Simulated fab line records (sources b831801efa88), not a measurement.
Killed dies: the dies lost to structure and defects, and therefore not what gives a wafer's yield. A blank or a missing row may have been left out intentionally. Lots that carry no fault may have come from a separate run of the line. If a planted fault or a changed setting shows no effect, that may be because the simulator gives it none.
Matching of chambers :: flow gf180mcu :: pecvd-03 running GF_SAB_CVD_00: 3 sister chambers
The step deposits SiO2 from TEOS, target thk 50 nm, time 4.9302 s. 6 wafers are shown with their chamber, then 8 later ones without.

WAFERS, EACH WITH ITS CHAMBER
wafer: L298.1
chamber: 0
heaterPowerW (W): 715
susceptorTempC (C): 400.00

wafer: L299.5
chamber: 0
heaterPowerW (W): 590
susceptorTempC (C): 400.06

wafer: L312.1
chamber: 2
heaterPowerW (W): 620
susceptorTempC (C): 400.52

wafer: L312.3
chamber: 1
heaterPowerW (W): 791
susceptorTempC (C): 400.26

wafer: L312.5
chamber: 2
heaterPowerW (W): 610
susceptorTempC (C): 400.18

wafer: L313.3
chamber: 1
heaterPowerW (W): 760
susceptorTempC (C): 399.69

WAFERS WITH NO CHAMBER GIVEN
wafer: L313.5
heaterPowerW (W): 680
susceptorTempC (C): 399.81

wafer: L313.6
heaterPowerW (W): 572
susceptorTempC (C): 400.13

wafer: L317.2
heaterPowerW (W): 626
susceptorTempC (C): 400.05

wafer: L317.4
heaterPowerW (W): 631
susceptorTempC (C): 400.23

wafer: L317.5
heaterPowerW (W): 618
susceptorTempC (C): 400.31

wafer: L316.2
heaterPowerW (W): 545
susceptorTempC (C): 400.09

wafer: L316.5
heaterPowerW (W): 522
susceptorTempC (C): 399.48

wafer: L316.6
heaterPowerW (W): 822
susceptorTempC (C): 399.93

WHICH CHAMBER EACH WENT THROUGH
wafer: L313.5
from the rows above: can't be placed: 0 or 1 or 2
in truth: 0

wafer: L313.6
from the rows above: can't be placed: 2 or 0
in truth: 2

wafer: L317.2
from the rows above: can't be placed: 0 or 2
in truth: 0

wafer: L317.4
from the rows above: can't be placed: 2 or 0
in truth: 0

wafer: L317.5
from the rows above: can't be placed: 2 or 0
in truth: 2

wafer: L316.2
from the rows above: can't be placed: 2 or 0
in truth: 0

wafer: L316.5
from the rows above: can't be placed: 0 or 2 or 1
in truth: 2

wafer: L316.6
from the rows above: 1
in truth: 1
Correct placement for 1 of the 8. These rows do not allow placing 7 (true chamber among the candidates in 7). 0 placed wrongly.
How it was worked out, from the rows above alone: a wafer's distance from a chamber is the root of the sum, over the readings, of the square of ((its reading less the chamber's mean) divided by the reading's scatter). The wafer belongs to the nearest chamber; if the next one is less than 2 further off, it can't be placed. The mean given for a chamber averages the wafers shown for that chamber. How the scatter is found: for the shown wafers, subtract from each reading the mean of its chamber, square and add these, divide the total by (wafers less chambers), then take the root.
